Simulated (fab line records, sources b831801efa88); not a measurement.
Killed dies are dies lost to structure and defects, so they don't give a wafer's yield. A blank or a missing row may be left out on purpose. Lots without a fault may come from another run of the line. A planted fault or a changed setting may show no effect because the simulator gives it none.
fab line records | flow sky130
record lots=12 wafers=36 last_day=50
route steps=708 shown FIELD_ISO@28 NWELL@80 VT_ADJUST_LVTN@117 GATE_OXIDE@197
lots that met no fault: from a run of the same line without faults
start_h: hours from the record's first day to the start of the lot's first wafer shown | wait_h: hours since the lot's step before | " the same as in the row above | L1.1+2: a row that stands for several wafers | - no value, or no start given | * or withheld: withheld | < > ~ a bound
route shown NAME@n: a module of which the file shows steps, and the number in the route of the first | usual: mean/standard deviation of fault-free wafers | same: alike in all rows | chamber/n: place in a boat | sites: the reading at each site | _std_site: their standard deviation | _edge_site: outer sites' mean less inner sites' | radius_mm: how far each site lies from the wafer's centre | mask NAME#n: copy n | behind: the tool/chamber that last shaped the wafer | hold: why the lot was held/for how many hours/how that ended | device: the transistor (n, p or np) that didn't switch | end of line: the same wafers' tests at the end of the route | a step without rows: its recipe alone | killed: dies lost to structure and defects at the first sort, not the wafer's yield | map: a wafer's dies, x killed, . not, _ none there
set.NAME: the setting as run; set.NAME@STEP: as run at that earlier step | model.NAME: the simulator's own value behind a step, which no gauge read
steps of the route over a sample of lots; a table a step, a row a wafer
services: from which hour (start_h, from the record's first day; less than 0 if before it) a tool's chamber was out of use, for how many hours, and why
## steps
# step SKY_FIELD_ISO_CMP_27
# recipe stop_on=Si3N4 t_overpolish_s=16 down_force_psi=4 platen_rpm=60 target_thk_nm=457.8 pad_velocity_m_s=0.94248
# usual head_pressure_psi=4.000/0.0084 motor_current_A=11.0/1 overpolish_run_s=15.999/0.0091 slurry_flow_ml_min=150.0/0.48 time_to_endpoint_s=113/4.7
# columns lot.wafer tool chamber start_h wait_h head_pressure_psi motor_current_A overpolish_run_s slurry_flow_ml_min time_to_endpoint_s
L464.2 cmp-02 2 31.80 0.0 3.996 11.6 16.005 151.1 117
L464.4 " 3 " " 3.995 10.0 16.005 150.6 124
L464.5 " 3 " " 4.007 10.8 15.997 150.6 122
L465.1 cmp-01 0 37.05 0.0 3.991 10.1 15.984 149.8 108
L465.3 " 2 " " 4.006 10.9 16.008 149.5 109
L465.2 " 3 " " 3.994 9.6 16.003 149.5 115
L466.2 cmp-02 3 42.18 0.0 3.999 10.3 15.999 150.5 118
L466.1 " 2 " " 3.998 11.9 16.014 149.8 117
L466.6 " 3 " " 4.008 10.6 15.992 149.5 121
L467.2 cmp-02 0 47.92 0.1 3.986 11.2 15.991 150.0 117
L467.4 " 1 " " 3.993 11.5 15.992 150.6 113
L467.6 " 3 " " 3.989 11.0 16.003 148.6 121
L468.2 cmp-02 2 54.70 0.1 4.008 11.8 15.989 150.5 118
L468.5 " 3 " " 3.994 10.7 15.998 149.9 126
L468.6 " 0 " " 4.011 10.9 15.997 150.7 117
L472.2 cmp-02 1 75.09 0.1 4.002 12.4 15.999 150.3 117
L472.5 " 0 " " 4.002 10.8 16.004 150.0 116
L472.6 " 1 " " 4.006 12.6 16.001 149.2 108
L476.2 cmp-02 2 103.22 0.0 4.002 12.0 16.003 149.4 119
L476.1 " 3 " " 3.999 10.3 16.015 149.5 122
L476.5 " 2 " " 4.004 12.2 15.988 149.7 119
L478.1 cmp-01 1 108.81 0.0 3.995 12.4 16.016 150.3 108
L478.4 " 3 " " 4.008 9.3 16.001 149.9 113
L478.5 " 1 " " 4.000 12.4 16.001 150.1 113
L479.1 cmp-01 0 112.62 0.0 3.988 10.8 16.001 149.8 110
L479.4 " 1 " " 4.005 12.5 16.014 150.7 113
L479.5 " 0 " " 3.997 10.2 16.000 150.3 107
L485.4 cmp-01 0 143.56 0.0 3.994 9.8 16.012 150.3 110
L485.3 " 1 " " 3.981 12.4 16.002 149.9 111
L485.6 " 1 " " 4.002 12.2 15.995 150.3 111
L486.3 cmp-01 0 151.54 1.8 4.007 10.0 16.009 150.6 106
L486.1 " 2 " " 4.019 10.8 16.002 150.0 112
L486.2 " 3 " " 4.006 9.9 16.013 149.7 111
L487.2 cmp-01 3 152.14 0.4 4.009 10.4 16.001 149.2 110
L487.4 " 0 " " 4.002 10.6 16.005 150.7 112
L487.5 " 0 " " 4.007 10.7 15.990 150.4 108
# step SKY_NWELL_CLEAN_27
# recipe chemistry=SC1/SC2 mix=1:4:20 temp_c=70 time_s=150 dry=n2_spin
# usual bath_guard_temp_C=69.9/0.44 bath_heat_duty_pct=13.3/1
# columns lot.wafer tool chamber start_h wait_h bath_guard_temp_C bath_heat_duty_pct
L464.2 wet_bench-01 3 101.34 0.0 69.7 12.7
L464.4 " 3 " " 69.4 12.6
L464.5 " 3 " " 69.1 13.2
L465.1 wet_bench-01 3 105.87 0.1 69.4 13.3
L465.2 " 3 " " 69.4 11.4
L465.3 " 3 " " 69.3 11.5
L466.1 wet_bench-03 2 112.82 0.1 70.8 13.0
L466.2 " 2 " " 70.2 12.0
L466.6 " 2 " " 70.0 12.8
L467.2 wet_bench-01 2 120.32 0.0 70.2 12.8
L467.4 " 2 " " 70.3 12.6
L467.6 " 2 " " 70.3 13.7
L468.2 wet_bench-02 0 129.87 0.0 69.6 13.7
L468.5 " 0 " " 69.7 14.6
L468.6 " 0 " " 70.0 14.6
L472.2 wet_bench-01 3 151.47 0.0 69.4 11.5
L472.5 " 3 " " 69.2 13.0
L472.6 " 3 " " 69.2 11.7
L476.1 wet_bench-02 2 187.09 0.1 - -
L476.2 " 2 " " - -
L476.5 " 2 " " - -
L478.1 wet_bench-02 3 192.52 0.1 - -
L478.4 " 3 " " - -
L478.5 " 3 " " - -
L479.1 wet_bench-02 3 196.62 0.1 70.8 13.7
L479.4 " 3 " " 70.4 13.1
L479.5 " 3 " " 70.6 13.5
L485.3 wet_bench-02 0 232.97 0.0 69.8 13.5
L485.4 " 0 " " 70.0 13.5
L485.6 " 0 " " 69.7 13.7
L486.1 wet_bench-03 3 242.42 0.1 69.8 13.6
L486.2 " 3 " " 69.4 15.2
L486.3 " 3 " " 69.7 13.3
L487.2 wet_bench-02 2 242.47 0.0 69.6 13.7
L487.4 " 2 " " 69.5 14.1
L487.5 " 2 " " 69.5 12.7
# step SKY_VT_ADJUST_LVTN_STRIP_20
# recipe chemistry=O2/N2 power_w=1400 pressure_mtorr=1500 platen_temp_c=withheld o2_flow_sccm=3000 n2_flow_sccm=300 overash_fraction=0.5
# usual chamber_pressure_mTorr=1499.8/1.4 drypump_motor_current_A=5.6/0.46 oes_product_au=0.716/0.0045 strip_time_to_endpoint_s=14.26/0.031
# columns lot.wafer tool chamber start_h wait_h chamber_pressure_mTorr drypump_motor_current_A oes_product_au rf_hours_counter_h strip_time_to_endpoint_s
L464.2 plasma_asher-02 1 158.78 0.1 1500.7 5.2 0.709 36 14.26
L464.4 " 1 " " 1499.1 5.2 0.721 - 14.26
L464.5 " 1 " " 1497.9 5.2 0.718 - 14.27
L465.1 plasma_asher-02 1 163.43 0.1 1498.4 5.2 0.719 36 14.30
L465.2 " 0 " " 1495.7 5.1 0.711 36 14.29
L465.3 " 0 " " 1503.5 5.1 0.724 - 14.30
L466.1 plasma_asher-02 0 172.58 0.1 1500.4 5.2 0.716 37 14.26
L466.2 " 1 " " 1500.8 5.2 0.725 37 14.26
L466.6 " 1 " " 1500.1 5.2 0.710 - 14.24
L467.2 plasma_asher-03 0 181.46 0.1 1501.3 6.3 0.717 49 14.27
L467.4 " 1 " " 1500.4 5.9 0.705 - 14.26
L467.6 " 0 " " 1500.2 6.3 0.712 - 14.29
L468.2 plasma_asher-02 1 191.58 0.1 1500.3 5.2 0.715 38 14.26
L468.5 " 0 " " 1499.6 5.1 0.714 - 14.22
L468.6 " 1 " " 1501.0 5.2 0.725 - 14.24
L472.2 plasma_asher-02 0 215.23 0.1 1499.4 5.1 0.725 41 14.24
L472.5 " 0 " " 1499.5 5.2 0.713 - 14.24
L472.6 " 1 " " 1497.1 5.2 0.724 - 14.23
L476.1 plasma_asher-02 0 255.83 0.1 1501.3 5.2 0.719 45 14.29
L476.2 " 1 " " 1498.8 5.2 0.714 45 14.29
L476.5 " 1 " " 1500.7 5.2 0.719 - 14.30
L478.1 plasma_asher-02 0 261.78 0.1 1499.1 5.1 0.717 46 14.24
L478.4 " 0 " " 1499.1 5.1 0.721 - 14.20
L478.5 " 1 " " 1500.6 5.2 0.715 - 14.22
L479.1 plasma_asher-01 1 266.38 0.1 1501.0 6.2 0.715 13 14.21
L479.4 " 0 " " 1498.2 5.4 0.714 - 14.26
L479.5 " 1 " " 1498.6 6.2 0.718 - 14.25
L485.3 plasma_asher-03 1 308.06 0.1 1497.1 5.9 0.716 - 14.24
L485.4 " 0 " " 1498.7 6.3 0.717 - 14.25
L485.6 " 0 " " 1502.0 6.3 0.715 - 14.29
L486.1 plasma_asher-02 1 318.71 0.1 1499.5 5.2 0.711 52 14.25
L486.2 " 0 " " 1501.2 5.2 0.715 52 14.20
L486.3 " 0 " " 1500.6 5.2 0.718 - 14.23
L487.2 plasma_asher-01 0 319.36 0.1 1500.5 5.4 0.714 18 14.29
L487.4 " 0 " " 1500.0 5.4 0.714 - 14.27
L487.5 " 0 " " 1499.7 5.4 0.722 - 14.27
# step SKY_GATE_OXIDE_OVL_MEAS_10
# usual GATE_OXIDE_OVL=0.9/1.6
# columns lot.wafer tool chamber start_h wait_h GATE_OXIDE_OVL[nm]
L464.2 overlay-02 - 306.93 0.1 -0.2
L464.4 " - " " -0.3
L464.5 " - " " 0.8
L465.1 overlay-02 - 313.83 0.1 2.4
L465.2 " - " " 2.0
L465.3 " - " " 1.4
L466.1 overlay-02 - 325.22 0.1 1.9
L466.2 " - " " 2.2
L466.6 " - " " 2.6
L467.2 overlay-02 - 338.48 0.1 3.0
L467.4 " - " " 1.5
L467.6 " - " " 1.3
L468.2 overlay-02 - 348.40 0.1 2.0
L468.5 " - " " 3.7
L468.6 " - " " 3.3
L472.2 overlay-02 - 375.28 0.1 4.5
L472.5 " - " " 1.1
L472.6 " - " " 1.3
L476.1 overlay-01 - 426.17 0.1 1.0
L476.2 " - " " 2.2
L476.5 " - " " 1.8
L479.1 overlay-02 - 462.17 0.1 1.2
L479.4 " - " " 1.1
L479.5 " - " " 1.5
L478.1 overlay-01 - 462.84 0.1 2.0
L478.4 " - " " 2.5
L478.5 " - " " 0.2
L485.3 overlay-01 - 488.98 0.1 1.5
L485.4 " - " " -0.1
L485.6 " - " " 1.0
L486.1 overlay-02 - 503.62 0.1 0.5
L486.2 " - " " -0.8
L486.3 " - " " -1.4
L487.2 overlay-01 - 503.80 0.1 2.2
L487.4 " - " " 2.6
L487.5 " - " " 1.4
## services
# columns tool chamber start_h hours kind
wet_bench-02 - 27.90 3.3 repair
wet_bench-02 - 41.10 11.3 repair
cmp-01 - 54.03 1.7 repair
cmp-01 - 54.54 2.5 repair
cmp-02 - 64.26 4.0 pm
cmp-01 - 72.74 0.5 repair
plasma_asher-03 - 73.73 0.5 repair
cmp-02 - 75.92 6.7 pm
cmp-01 - 94.20 1.6 repair
cmp-01 - 99.20 3.4 pm
cmp-01 - 132.56 8.8 pm
cmp-02 - 141.38 19.2 pm
cmp-01 - 155.74 0.6 repair
cmp-02 - 163.42 5.9 pm
cmp-02 - 174.22 0.5 repair
wet_bench-01 - 184.29 1.5 repair
cmp-01 - 211.22 1.5 repair
cmp-01 - 218.74 13.2 pm
cmp-01 - 232.00 4.0 pm
plasma_asher-02 - 238.85 1.7 repair
cmp-01 - 239.18 1.0 repair
cmp-01 - 240.83 1.7 repair
plasma_asher-02 - 281.11 0.3 repair
cmp-01 - 307.52 2.0 repair
## key
first_sign step=SKY_NWELL_CLEAN_27 reading=tool_record direction=missing
effect none on later readings
met_at SKY_NWELL_CLEAN_27
struck_lots L476,L478
tester_left_out L476,L478
not_acting_at SKY_FIELD_ISO_CMP_27,SKY_VT_ADJUST_LVTN_STRIP_20,SKY_GATE_OXIDE_OVL_MEAS_10
onset_between 129.87 187.09
fault kind=skipped_step_whole tool=wet_bench-02 chamber=- onset_h=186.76 steps=SKY_NWELL_CLEAN_27 scope=struck_lots_only
# tester_left_out: of these lots the tester's yield and bins aren't shown, on N5 and GAA mostly nor the transistor test; their killed dies are dies lost to structure and defects alone, not to doping, threshold or leakage, so they don't give the yield
